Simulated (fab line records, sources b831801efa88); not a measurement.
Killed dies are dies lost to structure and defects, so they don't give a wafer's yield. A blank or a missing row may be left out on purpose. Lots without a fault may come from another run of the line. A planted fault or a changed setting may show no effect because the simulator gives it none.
Which tool did it? | flow gf180mcu | 6 lots, 17 wafers sampled, at 3 steps of a route of 602

WHAT THE GAUGES READ, wafer by wafer
GF_V1_THK_MEAS_01.
lot  | measured     | on            | V1_CVD_00_THK (nm)
L373 | day 17 19:21 | film_metro-03 | 604 607 617
L375 | day 18 13:49 | film_metro-03 | 597 594 595
L378 | day 19 20:07 | film_metro-03 | 305 603
L388 | day 23 09:44 | film_metro-03 | 603 599 602
L391 | day 24 05:25 | film_metro-01 | 600 595 603
L394 | day 25 09:06 | film_metro-03 | 590 584 590

WHICH TOOL RAN EACH LOT (tool, then ch and the chambers of the sampled wafers, then the start)
lot  | GF_CONTACT_ETCH_16                 | GF_V1_CVD_00
L373 | rie_diel-03 ch 2,3, day 16 18:19   | hdpcvd-01 ch 0,1,2, day 17 19:16
L375 | rie_diel-03 ch 1,2, day 17 11:53   | hdpcvd-02 ch 0,2, day 18 13:44
L378 | rie_diel-02 ch 0,3, day 18 17:20   | hdpcvd-01 ch 0,1, day 19 20:02
L388 | rie_diel-02 ch 0,2, day 22 08:20   | hdpcvd-02 ch 0,1, day 23 09:40
L391 | rie_diel-02 ch 1,2,3, day 23 05:34 | hdpcvd-02 ch 1,2, day 24 05:20
L394 | rie_diel-02 ch 0, day 24 09:50     | hdpcvd-01 ch 0,1, day 25 09:01
- GF_CONTACT_ETCH_16: etches BARC in N2/H2.
- GF_V1_CVD_00: deposits SiO2, target thk 600 nm, time 100 s.

THE ANSWER, worked out from the rows above alone
Rule: what is usual is taken from the lots themselves. Put in order of their means at a reading, lots are off if they are a third of the lots or fewer, leave a main group of 4 or more, and stand apart from it by a gap of 3 or more times the standard deviation of the main group's means; of several such gaps the widest counts. A main group whose means are all the same, to the digits that the tables above print for the reading, isn't used. A lot without any number at a reading at which 4 lots or more have one is off too. The other lots that the step has rows for count as sound.
Off: L378, at GF_V1_THK_MEAS_01 (V1_CVD_00_THK). The main group: mean 599 nm, standard deviation 7.
A tool fits if, at a process step before that reading, it ran every lot that is off, and no sound lot after the first of them. The gauges at GF_V1_THK_MEAS_01 are tried like those tools. None of those tried fits.

WHAT THE SIMULATOR HAD PUT IN
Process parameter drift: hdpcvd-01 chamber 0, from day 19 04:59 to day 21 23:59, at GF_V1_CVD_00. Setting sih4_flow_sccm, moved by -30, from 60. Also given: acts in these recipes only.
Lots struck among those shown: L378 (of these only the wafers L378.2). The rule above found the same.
